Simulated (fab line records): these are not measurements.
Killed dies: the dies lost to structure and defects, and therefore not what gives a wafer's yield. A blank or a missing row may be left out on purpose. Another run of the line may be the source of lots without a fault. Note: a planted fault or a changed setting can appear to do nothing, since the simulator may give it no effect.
A lot that was struck, set against a sound lot / flow sky130 / 15 out of 708 route steps
Sound: wafers L500.1, L500.2, L500.3. Struck: wafer L521.1. (L521.4, L521.6 of the same lot were not struck and are left out.) The cause comes at the end.
Order at every step that has rows: each side's tool, ch and its chambers, its first start. Under that, the readings that differ: sound wafers / struck wafers / difference of the means / sigmas: that difference in standard deviations of wafers without a fault.
alike: readings whose means differ by less than 2 such deviations, and words and numbers that are the same on both sides. not compared: withheld readings, readings that some wafer has no value for, bounds like >300 that may hide the same value, and numbers for which the record gives no deviation and whose values overlap.
The two part at a step that has a row with sigmas, a row that says differs or no value, or rows on one side only. When numbers do not overlap yet have no deviation, they are printed without sigmas and do not part them. Lack of a reading on every wafer of one side parts them only where that side has two or more wafers.

first, 1 step without rows for these wafers: SKY_METAL2_DEVELOP_14 (develop time 60 s).
SKY_METAL2_CD_MEAS_15: the cd target is 140 nm.
  sound on cd sem-02, day 35 21:31; struck on cd sem-01, day 42 08:14
  alike: cd nm
SKY_METAL2_OVL_MEAS_16:
  sound on overlay-02, day 35 21:38; struck on overlay-01, day 42 08:22
  alike: METAL2_OVL
SKY_METAL2_DESCUM_17: chemistry O2, time 8 s.
  sound on rie metal-01 ch 0,1, day 35 21:40; struck on rie metal-01 ch 1, day 42 08:24
reading=he backside leak sccm (sccm); sound=3.1 3.2 6.3; struck=3.2; difference=-1.0; sigmas=-3
  alike: drypump motor current A, oes product au
  not compared: rf hours counter h
SKY_METAL2_ETCH_18: etches BARC in N2/H2, stops on SiO2, time 45.9 s, target depth 60 nm.
  sound on rie metal-01 ch 0,1, day 35 21:42; struck on rie metal-01 ch 1, day 42 08:26
reading=n2 flow sccm (sccm); sound=100.17 100.44 100.13; struck=99.27; difference=-0.98; sigmas=-4
reading=oes product au (a.u.); sound=0.855 0.862 0.856; struck=0.845; difference=-0.013; sigmas=-3
  alike: drypump motor current A, h2 flow sccm, he backside leak sccm, throttle valve pct
  not compared: rf hours counter h
SKY_METAL2_METAL_ETCH_19: etches the open film in Cl2/BCl3, stops on SiO2, target depth 360 nm, time 78 s.
  sound on rie metal-01 ch 0,1, day 35 21:46; struck on rie metal-01 ch 1, day 42 08:29
  alike: drypump motor current A, he backside leak sccm, oes product au, throttle valve pct
  not compared: rf hours counter h
SKY_METAL2_STRIP_20: strips in O2/N2.
  sound on plasma asher-04 ch 0,1, day 35 21:51; struck on plasma asher-01 ch 0, day 42 08:35
reading=n2 flow sccm (sccm); sound=301.4 301.8 300.3; struck=299.0; difference=-2.2; sigmas=-3
  alike: drypump motor current A, oes product au, strip time to endpoint s
  not compared: rf hours counter h
then, 4 steps without rows for these wafers: SKY_METAL2_STRIP_21 (strips in post etch residue remover, time 1200 s); SKY_METAL2_CLEAN_22 (cleans in IPA, time 180 s); SKY_METAL2_CLEAN_23 (cleans in O3/DIW); SKY_VIA2_HDPCVD_00 (deposits SiO2, target thk 1180 nm, time 196.7 s).
SKY_VIA2_THK_MEAS_01:
  sound on film metro-02, day 35 22:34; struck on film metro-03, day 42 09:20
  alike: VIA2_HDPCVD_THK
SKY_VIA2_CMP_02: polishes SiO2.
  sound on cmp-01 ch 0,2,3, day 35 22:38; struck on cmp-02 ch 1, day 42 09:26
reading=platen rpm (rpm); sound=60.03 59.98 60.02; struck=54.00; difference=-6.01; sigmas=-99 or more
  alike: motor current A
SKY_VIA2_BOW_MEAS_03:
  sound on film metro-03, day 35 22:56; struck on film metro-03, day 42 09:41
  alike: VIA2_BOW
-- the record jumps here: 9 days lie between the struck wafers' starts before and after (it left off in module VIA2 and takes up again in module PAD_OPEN, whose first step shown is number 708 of the route) --
SKY_PAD_OPEN_PROBE_99:
  sound on prober-01, day 46 10:49; struck on prober-02, day 51 03:24
reading=killed at contacts; sound=19 21 21; struck=35; difference=+15; sigmas=+3
  alike: defect limited yield, killed_at_M0_to_M3, killed_at_M4_up, killed at front end, killed at other, killed dies, killed open, killed short, sort_bin_3_pad_short, sort_bin_5_function, sort_bin_6_memory, sort n pass, sort yield pct

## WHERE THEY PART
Earliest at SKY_METAL2_DESCUM_17; latest, in this record, at SKY_PAD_OPEN_PROBE_99.

WHY: whatever the simulator had introduced
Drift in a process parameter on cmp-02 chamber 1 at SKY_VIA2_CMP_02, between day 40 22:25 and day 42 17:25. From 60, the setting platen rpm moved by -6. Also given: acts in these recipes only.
